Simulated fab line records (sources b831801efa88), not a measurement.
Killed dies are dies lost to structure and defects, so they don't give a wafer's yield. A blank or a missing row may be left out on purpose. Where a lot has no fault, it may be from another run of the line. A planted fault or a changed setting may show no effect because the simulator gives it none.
Comparing a struck lot with a sound one ; flow gf180mcu ; 15 out of 602 route steps
Sound: these wafers, L938.1, L938.3, L938.6. Struck: wafers L949.1, L949.4, L949.5. The cause is given at the end.
Order at every step that has rows: each side's tool, ch and its chambers, its first start. Under that, the readings that differ: sound wafers ; struck wafers ; difference of the means ; sigmas: that difference in standard deviations of wafers without a fault.
alike: same words and numbers on both sides, and readings whose means sit less than 2 such deviations apart. not compared: any withheld reading, any reading some wafer has no value for, any bound like >300 that may hide the same value, and any number with overlapping values for which the record gives no deviation.
A row with sigmas, a row that says differs or no value, or rows on one side alone: a step with any of these is where the two part. When numbers do not overlap yet have no deviation, they are printed without sigmas and do not part them. A reading missing from all wafers of one side parts the sides only when that side holds two or more wafers.

first, 6 steps without rows for these wafers: GF_M3_HMDS_08 (prime time 60 s); GF_M3_COAT_09 (resist thk 1000 nm); GF_M3_SOFTBAKE_10 (time 60 s); GF_M3_EXPOSE_11 (exposes mask Metal3, target cd 280 nm); GF_M3_PEB_12 (peb time 90 s); GF_M3_DEVELOP_13 (develop time 60 s).
GF_M3_CD_MEAS_14 targets a cd of 280 nm.
  sound: cd_sem-02 at day 24 09:14; struck: cd_sem-01 at day 28 05:53
  alike: cd_nm
GF_M3_OVL_MEAS_15:
  sound: overlay-02 at day 24 09:22; struck: overlay-02 at day 28 06:01
  alike: M3_OVL
GF_M3_METAL_ETCH_16: etches the open film in Cl2/BCl3, stops on SiO2, target depth 750.8 nm, time 125.1 s.
  sound on rie_metal-01 ch 1, day 24 09:24; struck on rie_metal-02 ch 1, day 28 06:02
reading;sound;struck;difference;sigmas
throttle_valve_pct (%);28.228 28.213 28.221;28.250 28.252 28.232;+0.024;+3
  alike: drypump_motor_current_A, oes_product_au
  not compared: rf_hours_counter_h
GF_M3_STRIP_17: strips in O2/N2.
  sound on plasma_asher-01 ch 0,1, day 24 09:31; struck on plasma_asher-02 ch 0,1, day 28 06:18
  alike: drypump_motor_current_A, heater_power_w, oes_product_au, strip_time_to_endpoint_s
  not compared: rf_hours_counter_h
then, 2 steps without rows for these wafers: GF_M3_STRIP_18 (strips in post etch residue remover, time 1200 s); GF_M3_CLEAN_19 (cleans in DIW).
GF_V3_CVD_00: deposits SiO2, target thk 600 nm, time 100 s.
  sound on hdpcvd-02 ch 0,1,2, day 24 10:06; struck on hdpcvd-01 ch 0,1, day 28 06:50
reading;sound;struck;difference;sigmas
sih4_flow_sccm (sccm);60.19 60.06 60.00;50.67 50.66 51.13;-9.26;-54
model.SiO2_of_V3_CVD_00.thk_nm (nm);602 602.5 608;515.3 511.3 508.5;-92.5;
GF_V3_THK_MEAS_01:
  sound: film_metro-04 at day 24 10:10; struck: film_metro-01 at day 28 06:55
reading;sound;struck;difference;sigmas
V3_CVD_00_THK (nm);602 603 608;516 511 509;-92;-14
GF_V3_CVD_02: deposits SiO2 from TEOS, target thk 850 nm, time 94.851 s.
  sound on pecvd-02 ch 0,1, day 24 10:14; struck on pecvd-02 ch 0,2, day 28 06:59
  alike: heater_power_w

## WHERE THEY PART
At GF_M3_METAL_ETCH_16 first; at GF_V3_THK_MEAS_01 last (within this record only). Later steps at which nothing parts them and some readings are alike: GF_V3_CVD_02.

WHY: what had been put in by the simulator
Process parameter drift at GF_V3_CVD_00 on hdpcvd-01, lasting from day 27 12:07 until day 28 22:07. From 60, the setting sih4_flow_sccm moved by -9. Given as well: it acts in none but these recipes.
